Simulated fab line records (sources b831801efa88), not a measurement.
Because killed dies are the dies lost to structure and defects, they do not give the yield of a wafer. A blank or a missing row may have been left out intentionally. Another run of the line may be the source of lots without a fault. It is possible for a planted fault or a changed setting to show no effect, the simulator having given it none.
Which tool is to blame? :: flow gf180mcu :: Sampling: 12 lots, 36 wafers, 2 of 602 route steps

## WHAT THE GAUGES READ, wafer by wafer
GF_CONTACT_CD_MEAS_14 targets a cd of 220 nm.
lot: L075
measured: day 16 11:11
on: cd_sem-02
cd_nm (nm): 218.3 218.4 218.7

lot: L077
measured: day 17 05:44
on: cd_sem-02
cd_nm (nm): 220.6 220.8 222.2

lot: L079
measured: day 17 18:28
on: cd_sem-02
cd_nm (nm): 218.9 220.3 219.0

lot: L080
measured: day 18 15:56
on: cd_sem-01
cd_nm (nm): 222.8 221.7 222.7

lot: L083
measured: day 19 09:09
on: cd_sem-01
cd_nm (nm): 219.9 220.4 219.9

lot: L085
measured: day 20 05:04
on: cd_sem-02
cd_nm (nm): 218.2 217.9 220.3

lot: L087
measured: day 20 18:11
on: cd_sem-02
cd_nm (nm): 220.5 220.2 219.2

lot: L089
measured: day 21 13:41
on: cd_sem-01
cd_nm (nm): 219.5 218.5 218.5

lot: L091
measured: day 22 03:30
on: cd_sem-02
cd_nm (nm): 222.2 221.8 220.8

lot: L093
measured: day 22 21:38
on: cd_sem-02
cd_nm (nm): 221.2 220.0 218.7

lot: L095
measured: day 23 11:02
on: cd_sem-01
cd_nm (nm): 219.7 220.1 219.4

lot: L097
measured: day 24 13:01
on: cd_sem-01
cd_nm (nm): 217.5 218.0 217.3

## TOOL THAT RAN EACH LOT (tool first, then ch and the chambers of the sampled wafers, then the start)
lot: L075
GF_CONTACT_CMP_04: cmp-02 ch 0,3, day 15 12:57

lot: L077
GF_CONTACT_CMP_04: cmp-01 ch 1,3, day 16 08:41

lot: L079
GF_CONTACT_CMP_04: cmp-02 ch 0,1,3, day 16 20:57

lot: L080
GF_CONTACT_CMP_04: cmp-01 ch 1,2,3, day 17 15:52

lot: L083
GF_CONTACT_CMP_04: cmp-01 ch 0,3, day 18 09:08

lot: L085
GF_CONTACT_CMP_04: cmp-01 ch 0,1,2, day 19 05:12

lot: L087
GF_CONTACT_CMP_04: cmp-01 ch 0,3, day 19 17:06

lot: L089
GF_CONTACT_CMP_04: cmp-02 ch 0,1,2, day 20 13:23

lot: L091
GF_CONTACT_CMP_04: cmp-01 ch 0,1,2, day 21 04:02

lot: L093
GF_CONTACT_CMP_04: cmp-02 ch 0,1,3, day 21 22:03

lot: L095
GF_CONTACT_CMP_04: cmp-01 ch 1,2,3, day 22 11:22

lot: L097
GF_CONTACT_CMP_04: cmp-01 ch 0,2,3, day 23 14:59
- GF_CONTACT_CMP_04: polishes SiO2.

## THE ANSWER, worked out from the rows above alone
Rule: what is usual is taken from the lots themselves. Put in order of their means at a reading, lots are off if they are a third of the lots or fewer, leave a main group of 4 or more, and stand apart from it by a gap of 3 or more times the standard deviation of the main group's means; of several such gaps the widest counts. Not used: any main group whose means are identical at the precision the tables above print for the reading. A lot without any number at a reading at which 4 lots or more have one is off too. All remaining lots with rows at the step are treated as sound.
Across all readings shown, no lot is off: no conclusion can be drawn from this.

## WHAT HAD BEEN PUT IN BY THE SIMULATOR
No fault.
